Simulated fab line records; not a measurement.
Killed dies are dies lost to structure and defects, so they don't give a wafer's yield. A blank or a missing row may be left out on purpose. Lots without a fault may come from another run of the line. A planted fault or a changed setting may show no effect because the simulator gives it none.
Which of the tools did it?    flow gf180mcu    11 lots, 33 wafers sampled, at 3 steps of a route of 602

## WHAT THE GAUGES SHOWED, per wafer
GF_V4_THK_MEAS_25: measures by xrf. Usual: V4_W_THK gives 342 nm (standard deviation 5.2).
lot   measured      on             V4_W_THK (nm)  flag
L615  day 24 14:11  film metro-02  347 344 339    
L617  day 25 15:32  film metro-04  350 343 345    
L621  day 26 21:33  film metro-03  339 338 336    
L622  day 27 07:13  film metro-02  339 336 336    
L623  day 27 17:37  film metro-04  334 347 340    
L624  day 28 07:39  film metro-02  340 333 340    
L630  day 29 23:08  film metro-02  334 340 337    
L631  day 30 02:12  film metro-03  341 339 344    
L633  day 30 12:08  film metro-02  351 348 348    
L636  day 31 04:31  film metro-03  342 342 343    
L637  day 31 08:55  film metro-02  337 337 339    

## WHAT TOOL EACH LOT RAN ON (gives the tool, then ch and the chambers of the sampled wafers, and finally the start)
lot   GF_V4_ETCH_17                                  GF_V4_SPUTTER_21
L615  rie diel-03 ch 1,2,3, day 24 13:50 or earlier  pvd sputter-02, day 24 13:50
L617  rie diel-01 ch 0,1, day 25 15:13 or earlier    pvd sputter-02, day 25 15:13
L621  rie diel-01 ch 0,1,3, day 26 21:12 or earlier  pvd sputter-03, day 26 21:12
L622  rie diel-02 ch 0,1,2, day 27 06:53 or earlier  pvd sputter-02, day 27 06:53
L623  rie diel-02 ch 0,3, day 27 17:16 or earlier    pvd sputter-04, day 27 17:16
L624  rie diel-03 ch 0,1, day 28 07:19 or earlier    pvd sputter-04, day 28 07:19
L630  rie diel-03 ch 0,1,3, day 29 22:48 or earlier  pvd sputter-03, day 29 22:48
L631  rie diel-02 ch 0,3, day 30 01:52 or earlier    pvd sputter-04, day 30 01:52
L633  rie diel-01 ch 0,1, day 30 11:49 or earlier    pvd sputter-03, day 30 11:49
L636  rie diel-01 ch 1,2, day 31 04:10 or earlier    pvd sputter-02, day 31 04:10
L637  rie diel-02 ch 0,2,3, day 31 08:35 or earlier  pvd sputter-02, day 31 08:35
- GF_V4_ETCH_17: etches SiO2 in C4F8/O2/Ar, stops on TiN, target depth 630 nm.
- GF_V4_SPUTTER_21: material Ti, target thk 15 nm, time 80.02 s.

## WHAT THE TOOLS THEMSELVES READ (means of the sampled wafers that have a number; where no wafer has one, the mark that the record gives instead)
GF_V4_ETCH_17. Usual: bias w 1200 W, standard deviation 3.5; chamber pressure mTorr 40.00 mTorr, standard deviation 0.04; oes product au 0.856 a.u., standard deviation 0.0046.
lot   tool         bias w (W)  chamber pressure mTorr (mTorr)  oes product au (a.u.)  flag
L615  rie diel-03  1197        39.99                           0.857                  
L617  rie diel-01  1199        40.01                           0.856                  
L621  rie diel-01  1197        40.01                           0.855                  
L622  rie diel-02  1197        39.98                           0.853                  
L623  rie diel-02  1202        39.98                           0.853                  
L624  rie diel-03  1198        40.02                           0.859                  
L630  rie diel-03  1197        40.01                           0.857                  
L631  rie diel-02  1198        39.97                           0.853                  
L633  rie diel-01  1201        40.02                           0.855                  
L636  rie diel-01  1198        40.06                           0.855                  
L637  rie diel-02  1203        40.01                           0.854                  

GF_V4_SPUTTER_21. Usual: chamber pressure pa 4.999 Pa, standard deviation 0.0085; throttle valve pct 30.6 %, standard deviation 0.69.
lot   tool            chamber pressure pa (Pa)  throttle valve pct (%)  flag
L615  pvd sputter-02  4.998                     30.3                    
L617  pvd sputter-02  4.997                     29.6                    
L621  pvd sputter-03  5.000                     30.7                    
L622  pvd sputter-02  4.994                     30.1                    
L623  pvd sputter-04  5.001                     30.5                    
L624  pvd sputter-04  5.003                     30.9                    
L630  pvd sputter-03  4.998                     31.1                    
L631  pvd sputter-04  5.003                     30.8                    
L633  pvd sputter-03  5.007                     31.2                    
L636  pvd sputter-02  5.002                     30.5                    
L637  pvd sputter-02  4.999                     30.7                    

## THE ANSWER, worked out from the rows above alone
Rule: a lot counts as off when the mean over its wafers that have a number is more than 3 standard deviations away from the usual mean. Also off: a lot with no number at a reading for which 4 or more lots have one. Any other lot the step has rows for is counted as sound. After the gauges, taken in route order, come the tools' own readings; for these a lot's mean is taken, as printed above. The first step at which some lot is off is used, and at that step the reading that is off furthest; a lot without a number counts as furthest.
No lot is off on any of the readings shown, so nothing can be concluded from this.

## WHAT HAD BEEN PUT IN BY THE SIMULATOR
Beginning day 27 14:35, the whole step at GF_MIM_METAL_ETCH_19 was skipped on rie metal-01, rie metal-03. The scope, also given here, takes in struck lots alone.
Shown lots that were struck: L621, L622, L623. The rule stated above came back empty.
